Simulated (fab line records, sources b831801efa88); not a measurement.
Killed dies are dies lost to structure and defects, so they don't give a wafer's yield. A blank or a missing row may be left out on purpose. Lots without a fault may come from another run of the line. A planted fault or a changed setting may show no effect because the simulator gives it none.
fab line records | flow sky130
record lots=10 wafers=30 last_day=50
route steps=708 shown LDD_N@244 LDD_P@265 LDD_LDN@301 POLY_CUT@317 PAD_OPEN@708
lots that met no fault: from a run of the same line without faults
start_h: hours from the record's first day to the start of the lot's first wafer shown | wait_h: hours since the lot's step before | " the same as in the row above | L1.1+2: a row that stands for several wafers | - no value, or no start given | * or withheld: withheld | < > ~ a bound
route shown NAME@n: a module of which the file shows steps, and the number in the route of the first | usual: mean/standard deviation of fault-free wafers | same: alike in all rows | chamber/n: place in a boat | sites: the reading at each site | _std_site: their standard deviation | _edge_site: outer sites' mean less inner sites' | radius_mm: how far each site lies from the wafer's centre | mask NAME#n: copy n | behind: the tool/chamber that last shaped the wafer | hold: why the lot was held/for how many hours/how that ended | device: the transistor (n, p or np) that didn't switch | end of line: the same wafers' tests at the end of the route | a step without rows: its recipe alone | killed: dies lost to structure and defects at the first sort, not the wafer's yield | map: a wafer's dies, x killed, . not, _ none there
set.NAME: the setting as run; set.NAME@STEP: as run at that earlier step | model.NAME: the simulator's own value behind a step, which no gauge read
steps of the route over a sample of lots; a table a step, a row a wafer
services: from which hour (start_h, from the record's first day; less than 0 if before it) a tool's chamber was out of use, for how many hours, and why
## steps
# step SKY_LDD_N_OVL_MEAS_07
# usual LDD_N_OVL=-0.8/1.2
# columns lot.wafer tool chamber start_h wait_h LDD_N_OVL[nm]
L151.3 overlay-02 - 413.88 0.1 0.3
L151.4 " - " " -1.5
L151.6 " - " " -1.0
L152.2 overlay-02 - 421.87 0.1 0.3
L152.3 " - " " -0.7
L152.4 " - " " -2.2
L153.2 overlay-01 - 435.79 0.1 -0.6
L153.4 " - " " -0.9
L153.6 " - " " -1.0
L163.1 overlay-02 - 532.63 0.1 -3.6
L163.2 " - " " 0.0
L163.4 " - " " -0.1
L164.1 overlay-02 - 537.22 0.1 -1.3
L164.2 " - " " -1.6
L164.6 " - " " 1.1
L166.2 overlay-01 - 559.89 0.1 -1.1
L166.3 " - " " -0.8
L166.5 " - " " 0.2
L168.4 overlay-01 - 565.40 0.1 -0.1
L168.5 " - " " -1.6
L168.6 " - " " -1.0
L169.1 overlay-02 - 573.62 0.1 -0.5
L169.2 " - " " -2.0
L169.5 " - " " -0.3
L170.1 overlay-02 - 578.53 0.1 -2.7
L170.4 " - " " -3.5
L170.6 " - " " -3.0
L172.1 overlay-02 - 597.78 0.1 -1.6
L172.2 " - " " -0.4
L172.3 " - " " 0.0
# step SKY_LDD_P_STRIP_10
# recipe chemistry=O2/N2 power_w=1400 pressure_mtorr=1500 platen_temp_c=withheld o2_flow_sccm=3000 n2_flow_sccm=300 overash_fraction=0.5
# usual drypump_motor_current_A=5.7/0.35 o2_flow_sccm=2999/9.2 oes_product_au=0.716/0.0042 strip_time_to_endpoint_s=14.18/0.051
# columns lot.wafer tool chamber start_h wait_h drypump_motor_current_A o2_flow_sccm oes_product_au rf_hours_counter_h strip_time_to_endpoint_s
L151.3 plasma_asher-04 0 445.01 0.1 6.2 2995 0.716 - 14.15
L151.4 " 1 " " 5.8 3004 0.715 - 14.14
L151.6 " 0 " " 6.2 2991 0.714 - 14.16
L152.2 plasma_asher-03 1 453.72 0.1 5.1 2998 0.720 2 14.19
L152.3 " 0 " " 5.6 2997 0.710 - 14.16
L152.4 " 1 " " 5.1 2997 0.714 - 14.17
L153.2 plasma_asher-03 1 468.07 0.1 5.1 2984 0.719 4 14.11
L153.4 " 1 " " 5.1 2997 0.714 - 14.10
L153.6 " 1 " " 5.1 2995 0.716 - 14.10
L163.1 plasma_asher-01 0 563.31 0.1 6.0 3000 0.716 43 14.20
L163.2 " 1 " " 5.4 3005 0.718 43 14.16
L163.4 " 1 " " 5.4 3014 0.709 - 14.23
L164.1 plasma_asher-04 1 567.96 0.1 5.8 3001 0.706 87 14.18
L164.2 " 0 " " 6.2 2996 0.721 87 14.20
L164.6 " 0 " " 6.2 2997 0.716 - 14.19
L166.2 plasma_asher-01 0 591.03 0.1 6.1 2998 0.722 45 14.26
L166.3 " 1 " " 5.4 2990 0.712 - 14.24
L166.5 " 1 " " 5.5 2997 0.717 - 14.23
L168.4 plasma_asher-04 0 596.10 0.1 6.2 2991 0.718 - 14.25
L168.5 " 1 " " 5.8 2994 0.718 - 14.20
L168.6 " 0 " " 6.2 2995 0.718 - 14.24
L169.1 plasma_asher-04 1 603.32 0.1 5.8 3002 0.721 91 14.15
L169.2 " 0 " " 6.2 2986 0.719 91 14.12
L169.5 " 0 " " 6.2 2989 0.713 - 14.17
L170.1 plasma_asher-03 1 608.54 0.1 5.2 2997 0.714 18 14.11
L170.4 " 1 " " 5.2 2997 0.719 - 14.10
L170.6 " 0 " " 5.7 2985 0.713 - 14.13
L172.1 plasma_asher-03 0 627.92 0.1 5.6 3011 0.719 20 14.13
L172.2 " 1 " " 5.1 2997 0.715 20 14.12
L172.3 " 0 " " 5.6 3004 0.714 - 14.15
# step SKY_LDD_LDN_STRIP_12
# recipe chemistry=O2/N2 power_w=1400 pressure_mtorr=1500 platen_temp_c=withheld o2_flow_sccm=3000 n2_flow_sccm=300 overash_fraction=0.5
# usual drypump_motor_current_A=5.56/0.27 o2_flow_sccm=2999/8.1 oes_product_au=0.715/0.0048 strip_time_to_endpoint_s=14.19/0.041
# columns lot.wafer tool chamber start_h wait_h drypump_motor_current_A o2_flow_sccm oes_product_au rf_hours_counter_h strip_time_to_endpoint_s
L151.3 plasma_asher-02 1 537.91 0.1 5.47 2995 0.722 - 14.23
L151.4 " 0 " " 5.75 2986 0.713 - 14.22
L151.6 " 0 " " 5.72 3010 0.708 - 14.25
L152.2 plasma_asher-03 1 546.77 0.1 5.16 2993 0.720 12 14.27
L152.3 " 1 " " 5.15 2995 0.718 - 14.21
L152.4 " 0 " " 5.64 2983 0.717 - 14.23
L153.2 plasma_asher-03 1 560.22 0.1 5.15 2998 0.710 13 14.23
L153.4 " 0 " " 5.63 2988 0.718 - 14.26
L153.6 " 0 " " 5.64 2994 0.713 - 14.26
L163.1 plasma_asher-01 0 650.27 0.1 6.01 3003 0.716 51 14.15
L163.2 " 1 " " 5.43 2997 0.707 51 14.18
L163.4 " 0 " " 6.02 3002 0.712 - 14.15
L164.1 plasma_asher-02 1 655.57 0.1 5.46 2990 0.714 87 14.22
L164.2 " 0 " " 5.72 3008 0.714 87 14.18
L164.6 " 1 " " 5.45 2995 0.708 - 14.17
L166.2 plasma_asher-01 1 677.47 0.1 5.44 3013 0.715 54 14.14
L166.3 " 1 " " 5.45 3003 0.713 - 14.19
L166.5 " 0 " " 6.01 2981 0.710 - 14.19
L168.4 plasma_asher-03 1 681.26 0.1 5.15 3001 0.719 - 14.17
L168.5 " 1 " " 5.13 3000 0.710 - 14.12
L168.6 " 0 " " 5.63 2990 0.715 - 14.14
L169.1 plasma_asher-03 1 688.92 0.1 5.14 2985 0.710 26 14.18
L169.2 " 0 " " 5.62 2986 0.715 26 14.18
L169.5 " 1 " " 5.13 2997 0.719 - 14.17
L170.1 plasma_asher-02 1 695.35 0.1 5.48 3008 0.719 91 14.18
L170.4 " 1 " " 5.47 2999 0.719 - 14.18
L170.6 " 0 " " 5.73 2986 0.715 - 14.17
L172.1 plasma_asher-02 1 713.27 0.1 5.47 2992 0.717 93 14.19
L172.2 " 0 " " 5.74 2990 0.714 93 14.18
L172.3 " 0 " " 5.72 2996 0.716 - 14.20
# step SKY_POLY_CUT_ETCH_10
# recipe chemistry=N2/H2 target=BARC ion_energy_ev=200 source_w=500 bias_w=100 pressure_mtorr=30 n2_flow_sccm=100 h2_flow_sccm=200 stop_on=SiO2 time_s=45.9 target_depth_a=600
# usual bias_w=99.99/0.29 chamber_pressure_mTorr=29.996/0.027 drypump_motor_current_A=5.73/0.29 oes_product_au=0.855/0.0044 throttle_valve_pct=13.226/0.0098 time_s=45.9/0
# columns lot.wafer tool chamber start_h wait_h bias_w chamber_pressure_mTorr drypump_motor_current_A oes_product_au rf_hours_counter_h throttle_valve_pct time_s
L151.3 rie_diel-01 2 569.12 0.0 99.80 29.987 6.04 0.852 18 13.222 45.9
L151.4 " 0 " " 99.93 29.950 5.56 0.850 1 13.239 45.9
L151.6 " 0 " " 99.76 29.985 5.58 0.854 - 13.229 45.9
L152.2 rie_diel-03 1 578.66 0.0 99.51 30.041 5.86 0.861 11 13.220 45.9
L152.3 " 3 " " 100.07 30.036 5.37 0.863 25 13.233 45.9
L152.4 " 3 " " 100.13 30.047 5.36 0.854 - 13.225 45.9
L153.2 rie_diel-01 2 592.02 0.0 100.54 30.001 6.05 0.849 19 13.224 45.9
L153.4 " 3 " " 99.86 30.027 5.85 0.851 - 13.207 45.9
L153.6 " 0 " " 100.14 29.982 5.58 0.859 - 13.233 45.9
L163.1 rie_diel-01 1 681.89 0.0 - - - - - - -
L163.2 " 2 " " - - - - - - -
L163.4 " 0 " " - - - - - - -
L164.1 rie_diel-02 0 686.02 0.0 - - - - - - -
L164.2 " 3 " " - - - - - - -
L164.6 " 0 " " - - - - - - -
L166.2 rie_diel-02 3 707.42 0.0 100.41 29.951 6.16 0.861 6 13.223 45.9
L166.3 " 0 " " 99.79 30.004 5.55 0.855 9 13.236 45.9
L166.5 " 3 " " 100.26 30.051 6.14 0.855 - 13.238 45.9
L168.4 rie_diel-01 3 711.99 0.0 99.53 29.970 5.78 0.864 16 13.233 45.9
L168.5 " 2 " " 100.44 30.006 6.00 0.852 - 13.221 45.9
L168.6 " 1 " " 99.69 30.042 5.74 0.855 - 13.217 45.9
L169.1 rie_diel-02 0 718.91 0.0 99.93 30.002 5.55 0.850 9 13.227 45.9
L169.2 " 2 " " 100.01 29.983 5.97 0.853 5 13.241 45.9
L169.5 " 1 " " 100.46 30.031 5.30 0.854 - 13.226 45.9
L170.1 rie_diel-02 1 725.17 0.0 99.82 29.985 5.34 0.859 3 13.210 45.9
L170.4 " 2 " " 100.59 29.997 5.95 0.856 5 13.228 45.9
L170.6 " 2 " " 100.39 30.003 5.98 0.856 - 13.228 45.9
L172.1 rie_diel-02 0 740.99 0.0 99.85 30.010 5.54 0.854 10 13.226 45.9
L172.2 " 3 " " 99.89 30.013 6.18 0.853 7 13.209 45.9
L172.3 " 2 " " 100.36 29.947 5.98 0.851 6 13.225 45.9
# step SKY_POLY_CUT_ETCH_11
# recipe target=Si3N4 chemistry=CF4/CH2F2/Ar stop_on=poly-Si source_w=600 bias_w=150 pressure_mtorr=40 cf4_flow_sccm=40 ch2f2_flow_sccm=20 Ar_flow_sccm=150 time_s=42.5 target_depth_a=600
# usual bias_w=150.0/0.46 cf4_flow_sccm=40.00/0.11 drypump_motor_current_A=5.73/0.29 oes_product_au=0.836/0.0064 throttle_valve_pct=14.995/0.0089
# same time_s=42.5
# columns lot.wafer tool chamber start_h wait_h bias_w cf4_flow_sccm drypump_motor_current_A oes_product_au rf_hours_counter_h throttle_valve_pct
L151.3 rie_diel-01 2 569.16 0.0 150.4 40.08 6.02 0.833 19 14.988
L151.4 " 0 " " 149.6 40.14 5.54 0.841 1 14.986
L151.6 " 0 " " 150.3 40.22 5.55 0.837 - 14.990
L152.2 rie_diel-03 1 578.70 0.0 150.4 40.08 5.87 0.834 11 14.997
L152.3 " 3 " " 149.5 40.13 5.36 0.826 25 15.003
L152.4 " 3 " " 150.5 40.00 5.36 0.822 - 14.986
L153.2 rie_diel-01 2 592.06 0.0 150.1 39.98 5.99 0.828 19 14.997
L153.4 " 3 " " 149.1 40.12 5.85 0.834 - 14.978
L153.6 " 0 " " 150.3 39.82 5.59 0.839 - 14.991
L163.1 rie_diel-01 1 681.94 0.0 149.7 39.92 5.73 0.373 11 14.943
L163.2 " 2 " " 150.2 40.12 6.00 0.374 21 14.950
L163.4 " 0 " " 150.3 39.93 5.58 0.376 3 14.951
L164.1 rie_diel-02 0 686.06 0.0 150.1 39.85 5.53 0.378 8 14.960
L164.2 " 3 " " 148.9 39.98 6.23 0.382 6 14.961
L164.6 " 0 " " 150.2 40.04 5.50 0.378 - 14.951
L166.2 rie_diel-02 3 707.46 0.0 149.8 40.07 6.20 0.847 6 15.004
L166.3 " 0 " " 150.5 40.04 5.53 0.849 9 15.013
L166.5 " 3 " " 149.7 40.14 6.21 0.839 - 15.000
L168.4 rie_diel-01 3 712.04 0.0 150.1 40.18 5.79 0.841 16 15.002
L168.5 " 2 " " 149.2 39.96 5.99 0.837 - 14.996
L168.6 " 1 " " 149.7 40.11 5.74 0.844 - 14.993
L169.1 rie_diel-02 0 718.95 0.0 150.5 39.91 5.56 0.829 9 15.001
L169.2 " 2 " " 150.2 40.16 5.97 0.832 5 14.993
L169.5 " 1 " " 150.6 40.17 5.31 0.843 - 14.993
L170.1 rie_diel-02 1 725.21 0.0 150.4 40.22 5.33 0.832 3 14.976
L170.4 " 2 " " 150.4 40.06 5.97 0.829 5 14.998
L170.6 " 2 " " 149.2 39.98 5.98 0.834 - 14.987
L172.1 rie_diel-02 0 741.04 0.0 149.4 40.00 5.54 0.844 10 14.988
L172.2 " 3 " " 150.5 40.22 6.15 0.835 7 14.987
L172.3 " 2 " " 150.3 40.25 5.96 0.837 6 15.005
# step SKY_POLY_CUT_STRIP_12
# recipe chemistry=O2/N2 power_w=1400 pressure_mtorr=1500 platen_temp_c=withheld o2_flow_sccm=3000 n2_flow_sccm=300 overash_fraction=0.5
# usual drypump_motor_current_A=5.7/0.34 o2_flow_sccm=3000/8.1 oes_product_au=0.452/0.0043 strip_time_to_endpoint_s=5.362/0.018
# columns lot.wafer tool chamber start_h wait_h drypump_motor_current_A o2_flow_sccm oes_product_au rf_hours_counter_h strip_time_to_endpoint_s
L151.3 plasma_asher-04 1 569.24 0.1 5.8 3000 0.451 - 5.369
L151.4 " 0 " " 6.2 2997 0.451 - 5.375
L151.6 " 0 " " 6.2 3000 0.454 - 5.360
L152.2 plasma_asher-04 1 578.74 0.0 5.8 2984 0.452 88 5.378
L152.3 " 1 " " 5.8 3004 0.454 - 5.382
L152.4 " 0 " " 6.2 3001 0.444 - 5.377
L153.2 plasma_asher-01 0 592.10 0.0 6.0 3001 0.456 45 5.345
L153.4 " 1 " " 5.4 2993 0.453 - 5.359
L153.6 " 1 " " 5.4 2999 0.448 - 5.318
L163.1 plasma_asher-03 1 681.98 0.0 5.2 3000 0.461 25 5.591
L163.2 " 0 " " 5.7 3000 0.464 25 5.629
L163.4 " 0 " " 5.7 3003 0.465 - 5.613
L164.1 plasma_asher-01 0 686.10 0.0 6.0 3005 0.467 55 5.638
L164.2 " 1 " " 5.4 3008 0.471 55 5.635
L164.6 " 1 " " 5.4 3004 0.466 - 5.631
L166.2 plasma_asher-01 1 707.50 0.0 5.4 2985 0.455 57 5.383
L166.3 " 0 " " 6.0 2997 0.451 - 5.372
L166.5 " 1 " " 5.5 2997 0.447 - 5.389
L168.4 plasma_asher-04 0 712.11 0.1 6.2 2999 0.457 - 5.381
L168.5 " 0 " " 6.2 3004 0.453 - 5.370
L168.6 " 1 " " 5.8 2997 0.450 - 5.387
L169.1 plasma_asher-04 1 718.99 0.0 5.8 3009 0.456 103 5.371
L169.2 " 0 " " 6.2 3007 0.460 103 5.350
L169.5 " 0 " " 6.2 3004 0.454 - 5.365
L170.1 plasma_asher-04 1 725.25 0.0 5.8 2996 0.444 104 5.387
L170.4 " 0 " " 6.2 3009 0.457 - 5.319
L170.6 " 0 " " 6.2 3012 0.449 - 5.369
L172.1 plasma_asher-01 0 741.08 0.0 6.0 2985 0.451 61 5.366
L172.2 " 1 " " 5.4 2992 0.452 61 5.358
L172.3 " 0 " " 6.0 3004 0.451 - 5.339
# step SKY_PAD_OPEN_PROBE_99
# usual killed_at_M0_to_M3=42/7.1 killed_at_M4_up=3.0/1.7 killed_at_contacts=25/5 killed_at_front_end=16/4.4 killed_at_other=0.5/1.4 killed_dies=87/9.2 killed_on_rim=18/4.3 killed_open=47/6.2 killed_short=39/6.6
# same gross_dies=492 killed_at_back_side=0
# columns lot.wafer tool chamber start_h wait_h killed_at_M0_to_M3 killed_at_M4_up killed_at_contacts killed_at_front_end killed_at_other killed_dies killed_on_rim killed_open killed_short
L163.1 prober-01 - 1158.49 0.1 52 3 22 415 0 492 96 48 38
L163.2 prober-01 - 1158.54 0.1 35 3 15 438 1 492 96 28 36
L163.4 prober-01 - 1158.64 0.2 35 1 23 433 0 492 96 48 30
L164.1 prober-02 - 1161.56 0.1 31 8 24 429 0 492 96 51 30
L164.2 prober-02 - 1161.61 0.1 38 6 29 419 0 492 96 53 37
L164.6 prober-02 - 1161.81 0.2 32 2 36 422 0 492 96 48 40
# killed by level:class
L163.1 POLY_CUT:area_etch=406 VIA1:geometric_particle:open=13 LI_CONTACT:geometric_particle:open=9 VIA3:geometric_particle:open=6 VIA3:geometric_particle:short=6 CONTACT:geometric_particle:open=5 VIA2:geometric_particle:open=5 VIA1:geometric_particle:short=5
L163.2 POLY_CUT:area_etch=428 VIA1:geometric_particle:open=7 VIA3:geometric_particle:open=6 CONTACT:geometric_particle:open=5 VIA1:geometric_particle:short=5 METAL2:geometric_particle:short=5 LOCAL_INTERCONNECT:geometric_particle:short=4 VIA3:geometric_particle:short=4
L163.4 POLY_CUT:area_etch=413 CONTACT:geometric_particle:open=9 VIA2:geometric_particle:open=9 VIA1:geometric_particle:open=8 FIELD_ISO:geometric_particle:open=4 POLY_GATE:geometric_particle:open=4 LI_CONTACT:geometric_particle:short=4 CONTACT:geometric_particle:short=4
L164.1 POLY_CUT:area_etch=411 CONTACT:geometric_particle:open=10 VIA1:geometric_particle:open=9 LI_CONTACT:geometric_particle:open=8 VIA3:geometric_particle:open=6 FIELD_ISO:geometric_particle:open=5 POLY_GATE:geometric_particle:short=4 CONTACT:geometric_particle:short=4
L164.2 POLY_CUT:area_etch=402 VIA1:geometric_particle:open=13 LI_CONTACT:geometric_particle:open=8 VIA1:geometric_particle:short=7 VIA3:geometric_particle:open=7 FIELD_ISO:geometric_particle:open=6 CONTACT:geometric_particle:open=6 VIA2:geometric_particle:open=5
L164.6 POLY_CUT:area_etch=404 LI_CONTACT:geometric_particle:open=11 CONTACT:geometric_particle:open=9 VIA2:geometric_particle:open=8 LOCAL_INTERCONNECT:geometric_particle:short=7 FIELD_ISO:geometric_particle:short=7 VIA1:geometric_particle:open=7 CONTACT:geometric_particle:short=6
## services
# columns tool chamber start_h hours kind
plasma_asher-03 - 421.25 9.0 pm
rie_diel-01 3 433.07 13.5 repair
rie_diel-02 - 441.14 28.1 pm
plasma_asher-01 - 449.20 7.6 pm
plasma_asher-03 - 449.67 0.4 repair
plasma_asher-02 - 474.45 1.3 repair
rie_diel-02 - 485.26 2.8 pm
rie_diel-01 - 500.72 0.2 repair
rie_diel-01 2 501.73 5.3 repair
rie_diel-02 3 511.70 6.4 repair
plasma_asher-02 - 520.88 7.9 repair
rie_diel-01 0 523.94 4.2 repair
plasma_asher-03 - 527.54 0.8 repair
plasma_asher-04 - 529.90 1.0 repair
rie_diel-01 1 585.81 6.5 repair
rie_diel-02 2 614.03 7.6 repair
rie_diel-02 - 636.27 0.2 repair
rie_diel-01 0 642.11 20.8 repair
rie_diel-01 1 646.18 9.3 repair
plasma_asher-04 - 655.71 1.0 repair
plasma_asher-03 - 656.28 3.9 repair
plasma_asher-03 - 664.84 1.9 repair
plasma_asher-03 - 693.33 40.2 pm
plasma_asher-04 - 733.75 9.0 pm
## key
first_sign step=SKY_POLY_CUT_ETCH_10 reading=tool_record direction=missing
effect step=SKY_POLY_CUT_ETCH_11 reading=oes_product_au direction=down sigmas=72 usual=0.836 struck=0.377
effect step=SKY_POLY_CUT_STRIP_12 reading=strip_time_to_endpoint_s direction=up sigmas=14 usual=* struck=*
effect step=SKY_PAD_OPEN_PROBE_99 reading=killed_at_front_end direction=up sigmas=94 usual=16 struck=426
more_kills_born_at SKY_POLY_CUT_ETCH_10@rie_diel-01=1247 SKY_POLY_CUT_ETCH_10@rie_diel-02=1217
met_at SKY_POLY_CUT_ETCH_10
struck_lots L163,L164
later_rows_left_out L163.1,L163.2,L163.4,L164.1,L164.2,L164.6
tester_left_out L163,L164
not_acting_at SKY_LDD_N_OVL_MEAS_07,SKY_LDD_P_STRIP_10,SKY_LDD_LDN_STRIP_12
onset_between 592.02 681.89
fault kind=skipped_step_whole tool=rie_diel-01,rie_diel-02 chamber=- onset_h=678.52 steps=SKY_POLY_CUT_ETCH_10 scope=struck_lots_only
# tester_left_out: of these lots the tester's yield and bins aren't shown, on N5 and GAA mostly nor the transistor test; their killed dies are dies lost to structure and defects alone, not to doping, threshold or leakage, so they don't give the yield
# later_rows_left_out: the simulator's readings of these wafers behind a module that went badly wrong aren't trusted and aren't shown, but for the sort
